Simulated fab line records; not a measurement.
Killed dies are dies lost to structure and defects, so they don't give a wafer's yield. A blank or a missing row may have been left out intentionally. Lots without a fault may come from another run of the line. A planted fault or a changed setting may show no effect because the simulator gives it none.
fab line records + flow gf180mcu + part 2 of 2: steps 23 to 31 of 31
record:
- lots: 5
- wafers: 15
- last-day: 34
route steps=602 shown MVSD@68 MVPSD@78 VT_IMPLANT@90
lots that met no fault: taken from a fault-free run of the same line
start-h: hours from the record's opening day to when the first of the lot's shown wafers began + wait-h: hours from the lot's prior step to this one + " as in the row above + L1.1+2: several wafers, shown together as one row + - either no value or no given start + * or withheld: withheld + < > ~ a bound
route shown NAME@n: NAME is a module with steps in the file, n the number in the route of the first one + usual: the fault-free wafers' mean and standard deviation + same: alike in all rows + chamber/n: place in a boat + sites: per-site readings + _std_site: the standard deviation of these + _edge_site: outer sites' mean less inner sites' + radius-mm: for every site, how far away it sits from the centre of the wafer + mask NAME#n: copy n + behind: the last tool/chamber to shape the wafer + hold: why the lot was held/for how many hours/how that ended + device: which transistor (n, p or np) failed to switch + end of line: at the end of the route, the tests of the same wafers + a step with no rows: only its recipe + killed: the dies lost at the first sort to structure and to defects; this is not the yield of the wafer + map: shows each die of a wafer: x if killed, . if not, _ if none is there
set.NAME: the run value of the setting; set.NAME@STEP: its run value at that earlier step + model.NAME: the simulator's own value behind a step, which no gauge read
lots at some steps of the route; a table a step, a row a wafer
services: the hour from which a tool's chamber was out of use, counted from the record's first day as start-h (under 0 if before that day), plus the number of hours and why
== steps ==
step: GF_VT_IMPLANT_DEHYDRATE_00
recipe:
- temp-c: 200
- time-s: 60
usual:
- chill-plate-temp-C: 22.99/0.11
| lot.wafer | tool           | chamber | start-h | wait-h | chill-plate-temp-C |
|-----------|----------------|---------|---------|--------|--------------------|
| L076.2    | litho-track-01 | 0       | 115.40  | 6.8    | 23.07              |
| L076.3    | "              | 0       | "       | "      | 23.19              |
| L076.6    | "              | 0       | "       | "      | 23.02              |
| L080.2    | litho-track-01 | 0       | 138.30  | 6.7    | 22.90              |
| L080.3    | "              | 0       | "       | "      | 22.94              |
| L080.4    | "              | 0       | "       | "      | 22.92              |
| L081.1    | litho-track-03 | 0       | 143.98  | 7.3    | 22.96              |
| L081.3    | "              | 0       | "       | "      | 23.11              |
| L081.6    | "              | 0       | "       | "      | 23.06              |
| L086.2    | litho-track-02 | 0       | 176.85  | 6.9    | 22.96              |
| L086.5    | "              | 0       | "       | "      | 23.03              |
| L086.6    | "              | 0       | "       | "      | 23.02              |
| L096.1    | litho-track-02 | 0       | 238.63  | 8.5    | 22.89              |
| L096.5    | "              | 0       | "       | "      | 22.90              |
| L096.6    | "              | 0       | "       | "      | 23.04              |
step: GF_VT_IMPLANT_HMDS_01
recipe:
- prime-time-s: 60
- prime-temp-c: 120
usual:
- chill-plate-temp-C: 23.00/0.11
- prime-temp-c: 120.03/0.16
| lot.wafer | tool           | chamber | start-h | wait-h | chill-plate-temp-C | prime-temp-c |
|-----------|----------------|---------|---------|--------|--------------------|--------------|
| L076.2    | litho-track-01 | 0       | 115.55  | 0.1    | 23.13              | 120.06       |
| L076.3    | "              | 0       | "       | "      | 23.06              | 120.07       |
| L076.6    | "              | 0       | "       | "      | 23.06              | 120.17       |
| L080.2    | litho-track-01 | 0       | 138.45  | 0.1    | 23.09              | 119.89       |
| L080.3    | "              | 0       | "       | "      | 23.04              | 119.87       |
| L080.4    | "              | 0       | "       | "      | 22.97              | 120.10       |
| L081.1    | litho-track-03 | 0       | 144.13  | 0.1    | 23.02              | 120.04       |
| L081.3    | "              | 0       | "       | "      | 23.05              | 120.03       |
| L081.6    | "              | 0       | "       | "      | 23.08              | 120.06       |
| L086.2    | litho-track-02 | 0       | 177.00  | 0.1    | 23.05              | 119.93       |
| L086.5    | "              | 0       | "       | "      | 22.91              | 119.87       |
| L086.6    | "              | 0       | "       | "      | 23.09              | 119.96       |
| L096.1    | litho-track-02 | 0       | 238.78  | 0.1    | 23.00              | 120.08       |
| L096.5    | "              | 0       | "       | "      | 23.05              | 120.16       |
| L096.6    | "              | 0       | "       | "      | 23.02              | 119.98       |
step: GF_VT_IMPLANT_COAT_02
recipe:
- resist: NOVOLAK
- spin-rpm: 3000
- resist-thk-nm: 1000
usual:
- chill-plate-temp-C: 23.00/0.098
| lot.wafer | tool           | chamber | start-h | wait-h | chill-plate-temp-C |
|-----------|----------------|---------|---------|--------|--------------------|
| L076.2    | litho-track-01 | 0       | 115.70  | 0.1    | 23.06              |
| L076.3    | "              | 0       | "       | "      | 22.92              |
| L076.6    | "              | 0       | "       | "      | 23.02              |
| L080.2    | litho-track-01 | 0       | 138.60  | 0.1    | 22.87              |
| L080.3    | "              | 0       | "       | "      | 23.09              |
| L080.4    | "              | 0       | "       | "      | 22.97              |
| L081.1    | litho-track-03 | 0       | 144.28  | 0.1    | 23.05              |
| L081.3    | "              | 0       | "       | "      | 23.08              |
| L081.6    | "              | 0       | "       | "      | 23.03              |
| L086.2    | litho-track-02 | 0       | 177.15  | 0.1    | 22.89              |
| L086.5    | "              | 0       | "       | "      | 23.06              |
| L086.6    | "              | 0       | "       | "      | 22.96              |
| L096.1    | litho-track-02 | 0       | 238.93  | 0.1    | 22.89              |
| L096.5    | "              | 0       | "       | "      | 22.95              |
| L096.6    | "              | 0       | "       | "      | 23.07              |
step: GF_VT_IMPLANT_SOFTBAKE_03
recipe:
- temp-c: 90
- time-s: 60
- resist: NOVOLAK
usual:
- chill-plate-temp-C: 22.99/0.1
| lot.wafer | tool           | chamber | start-h | wait-h | chill-plate-temp-C |
|-----------|----------------|---------|---------|--------|--------------------|
| L076.2    | litho-track-01 | 0       | 115.85  | 0.1    | 23.03              |
| L076.3    | "              | 0       | "       | "      | 23.03              |
| L076.6    | "              | 0       | "       | "      | 23.19              |
| L080.2    | litho-track-01 | 0       | 138.75  | 0.1    | 23.08              |
| L080.3    | "              | 0       | "       | "      | 22.92              |
| L080.4    | "              | 0       | "       | "      | 22.93              |
| L081.1    | litho-track-03 | 0       | 144.43  | 0.1    | 22.95              |
| L081.3    | "              | 0       | "       | "      | 23.10              |
| L081.6    | "              | 0       | "       | "      | 23.01              |
| L086.2    | litho-track-02 | 0       | 177.30  | 0.1    | 23.00              |
| L086.5    | "              | 0       | "       | "      | 23.10              |
| L086.6    | "              | 0       | "       | "      | 23.30              |
| L096.1    | litho-track-02 | 0       | 239.08  | 0.1    | 23.05              |
| L096.5    | "              | 0       | "       | "      | 23.13              |
| L096.6    | "              | 0       | "       | "      | 23.07              |
step: GF_VT_IMPLANT_EXPOSE_04
recipe:
- mask-id: LVPWELL_LV_AREA
- target-cd-nm: 600
- na: 0.6
- source-shape: conventional
- sigma-outer: 0.6
- dose-mj: 140
usual:
- exposure-dose-mJ-cm2: 139.98/0.14
- focus-offset-nm: -0.1/0.48
same:
- sigma-outer: 0.6
| lot.wafer | tool             | chamber | start-h | wait-h | mask              | exposure-dose-mJ-cm2 | focus-offset-nm |
|-----------|------------------|---------|---------|--------|-------------------|----------------------|-----------------|
| L076.2    | iline-stepper-02 | 0       | -       | -      | LVPWELL_LV_AREA#0 | 139.83               | -0.5            |
| L076.3    | "                | 0       | "       | "      | LVPWELL_LV_AREA#0 | 139.71               | 0.4             |
| L076.6    | "                | 0       | "       | "      | LVPWELL_LV_AREA#0 | 139.91               | 0.7             |
| L080.2    | iline-stepper-01 | 0       | -       | -      | LVPWELL_LV_AREA#0 | 140.06               | -0.3            |
| L080.3    | "                | 0       | "       | "      | LVPWELL_LV_AREA#0 | 140.10               | 0.1             |
| L080.4    | "                | 0       | "       | "      | LVPWELL_LV_AREA#0 | 140.23               | 0.1             |
| L081.1    | iline-stepper-02 | 0       | -       | -      | LVPWELL_LV_AREA#0 | 139.95               | -0.2            |
| L081.3    | "                | 0       | "       | "      | LVPWELL_LV_AREA#0 | 139.88               | 0.2             |
| L081.6    | "                | 0       | "       | "      | LVPWELL_LV_AREA#0 | 139.67               | -0.4            |
| L086.2    | iline-stepper-01 | 0       | -       | -      | LVPWELL_LV_AREA#0 | 139.84               | 0.2             |
| L086.5    | "                | 0       | "       | "      | LVPWELL_LV_AREA#0 | 140.00               | -0.2            |
| L086.6    | "                | 0       | "       | "      | LVPWELL_LV_AREA#0 | 139.99               | -0.1            |
| L096.1    | iline-stepper-02 | 0       | -       | -      | LVPWELL_LV_AREA#0 | 140.11               | 1.1             |
| L096.5    | "                | 0       | "       | "      | LVPWELL_LV_AREA#0 | 140.12               | 0.9             |
| L096.6    | "                | 0       | "       | "      | LVPWELL_LV_AREA#0 | 140.03               | 1.6             |
step: GF_VT_IMPLANT_PEB_05
recipe:
- temp-c: withheld
- time-s: *
- resist: NOVOLAK
usual:
- chill-plate-temp-C: *
| lot.wafer | tool           | chamber | start-h | wait-h | chill-plate-temp-C |
|-----------|----------------|---------|---------|--------|--------------------|
| L076.2    | litho-track-02 | 0       | -       | -      | *                  |
| L076.3    | "              | 0       | "       | "      | *                  |
| L076.6    | "              | 0       | "       | "      | *                  |
| L080.2    | litho-track-01 | 0       | -       | -      | *                  |
| L080.3    | "              | 0       | "       | "      | *                  |
| L080.4    | "              | 0       | "       | "      | *                  |
| L081.1    | litho-track-03 | 0       | -       | -      | *                  |
| L081.3    | "              | 0       | "       | "      | *                  |
| L081.6    | "              | 0       | "       | "      | *                  |
| L086.2    | litho-track-03 | 0       | -       | -      | *                  |
| L086.5    | "              | 0       | "       | "      | *                  |
| L086.6    | "              | 0       | "       | "      | *                  |
| L096.1    | litho-track-01 | 0       | -       | -      | *                  |
| L096.5    | "              | 0       | "       | "      | *                  |
| L096.6    | "              | 0       | "       | "      | *                  |
step: GF_VT_IMPLANT_DEVELOP_06
recipe:
- develop-time-s: 60
- dev-temp-c: 23
usual:
- chill-plate-temp-C: 22.99/0.093
| lot.wafer | tool           | chamber | start-h | wait-h | chill-plate-temp-C |
|-----------|----------------|---------|---------|--------|--------------------|
| L076.2    | litho-track-02 | 0       | 122.65  | 0.1    | 23.05              |
| L076.3    | "              | 0       | "       | "      | 23.04              |
| L076.6    | "              | 0       | "       | "      | 23.01              |
| L080.2    | litho-track-01 | 0       | 146.40  | 0.1    | 22.88              |
| L080.3    | "              | 0       | "       | "      | 22.86              |
| L080.4    | "              | 0       | "       | "      | 22.86              |
| L081.1    | litho-track-03 | 0       | 152.73  | 0.1    | 23.07              |
| L081.3    | "              | 0       | "       | "      | 22.97              |
| L081.6    | "              | 0       | "       | "      | 22.95              |
| L086.2    | litho-track-03 | 0       | 185.75  | 0.1    | 22.98              |
| L086.5    | "              | 0       | "       | "      | 22.96              |
| L086.6    | "              | 0       | "       | "      | 22.76              |
| L096.1    | litho-track-01 | 0       | 247.62  | 0.1    | 23.03              |
| L096.5    | "              | 0       | "       | "      | 22.96              |
| L096.6    | "              | 0       | "       | "      | 22.89              |
step: GF_VT_IMPLANT_OVL_MEAS_07
usual:
- VT_IMPLANT_OVL: -1.2/1.4
| lot.wafer | tool       | chamber | start-h | wait-h | VT_IMPLANT_OVL[nm] |
|-----------|------------|---------|---------|--------|--------------------|
| L076.2    | overlay-02 | -       | 122.79  | 0.1    | 2.1                |
| L076.3    | "          | -       | "       | "      | 0.9                |
| L076.6    | "          | -       | "       | "      | 2.4                |
| L080.2    | overlay-01 | -       | 146.53  | 0.1    | -3.4               |
| L080.3    | "          | -       | "       | "      | -2.6               |
| L080.4    | "          | -       | "       | "      | -1.9               |
| L081.1    | overlay-01 | -       | 152.88  | 0.1    | -1.6               |
| L081.3    | "          | -       | "       | "      | -1.7               |
| L081.6    | "          | -       | "       | "      | -1.8               |
| L086.2    | overlay-02 | -       | 185.88  | 0.1    | 1.8                |
| L086.5    | "          | -       | "       | "      | -1.5               |
| L086.6    | "          | -       | "       | "      | -0.4               |
| L096.1    | overlay-02 | -       | 247.77  | 0.1    | 0.2                |
| L096.5    | "          | -       | "       | "      | 0.5                |
| L096.6    | "          | -       | "       | "      | 1.3                |
step: GF_VT_IMPLANT_IMPLANT_08
recipe:
- species: BF2
- energy-kev: 20
- dose-cm2: 8.29e+12
- tilt-deg: 7
usual:
- beam-on-s: 9.98/0.21
- dose-ions-cm2: 8.29e+12/8.4e+09
| lot.wafer | tool         | chamber | start-h | wait-h | beam-on-s | dose-ions-cm2 |
|-----------|--------------|---------|---------|--------|-----------|---------------|
| L076.2    | implanter-02 | 0       | 122.84  | 0.0    | 9.93      | 8.293e+12     |
| L076.3    | "            | 0       | "       | "      | 10.07     | 8.293e+12     |
| L076.6    | "            | 0       | "       | "      | 10.12     | 8.288e+12     |
| L080.2    | implanter-02 | 0       | 146.59  | 0.0    | 10.15     | 8.298e+12     |
| L080.3    | "            | 0       | "       | "      | 10.10     | 8.298e+12     |
| L080.4    | "            | 0       | "       | "      | 9.45      | 8.307e+12     |
| L081.1    | implanter-03 | 0       | 152.91  | 0.0    | 9.39      | 8.291e+12     |
| L081.3    | "            | 0       | "       | "      | 10.06     | 8.281e+12     |
| L081.6    | "            | 0       | "       | "      | 10.16     | 8.275e+12     |
| L086.2    | implanter-02 | 0       | 185.94  | 0.0    | 10.07     | 8.289e+12     |
| L086.5    | "            | 0       | "       | "      | 10.12     | 8.269e+12     |
| L086.6    | "            | 0       | "       | "      | 10.14     | 8.294e+12     |
| L096.1    | implanter-02 | 0       | 247.81  | 0.0    | 9.77      | 8.291e+12     |
| L096.5    | "            | 0       | "       | "      | 9.90      | 8.294e+12     |
| L096.6    | "            | 0       | "       | "      | 10.40     | 8.285e+12     |
== services ==
| tool             | chamber | start-h | hours | kind                      |
|------------------|---------|---------|-------|---------------------------|
| iline-stepper-01 | -       | 66.48   | 6.9   | repair                    |
| iline-stepper-01 | 0       | 69.25   | -     | calibration               |
| implanter-01     | -       | 75.06   | 1.2   | repair                    |
| implanter-03     | -       | 91.80   | 4.8   | pm                        |
| implanter-02     | -       | 91.81   | 20.1  | pm                        |
| iline-stepper-02 | 0       | 103.78  | -     | calibration               |
| iline-stepper-01 | -       | 104.22  | 1.7   | pm                        |
| plasma-asher-03  | -       | 108.75  | 9.0   | pm                        |
| plasma-asher-03  | 0       | 108.75  | 9.0   | vent-cycle                |
| plasma-asher-03  | 1       | 108.75  | 9.0   | vent-cycle                |
| plasma-asher-03  | 0       | 117.75  | -     | clean                     |
| implanter-04     | -       | 128.21  | 3.0   | repair                    |
| plasma-asher-03  | -       | 133.77  | 8.5   | repair                    |
| litho-track-02   | -       | 134.95  | -     | consumable-replace:filter |
| implanter-03     | -       | 139.91  | 5.5   | pm                        |
| plasma-asher-03  | -       | 142.05  | 0.8   | repair                    |
| iline-stepper-01 | -       | 144.29  | 8.9   | pm                        |
| implanter-03     | -       | 147.50  | 2.8   | repair                    |
| plasma-asher-03  | -       | 158.30  | 28.1  | pm                        |
| implanter-04     | -       | 181.44  | 2.9   | pm                        |
| iline-stepper-02 | -       | 202.76  | 5.9   | repair                    |
| implanter-01     | -       | 217.37  | 3.2   | pm                        |
| iline-stepper-02 | -       | 220.25  | 1.7   | pm                        |
| implanter-01     | -       | 239.25  | 5.1   | pm                        |
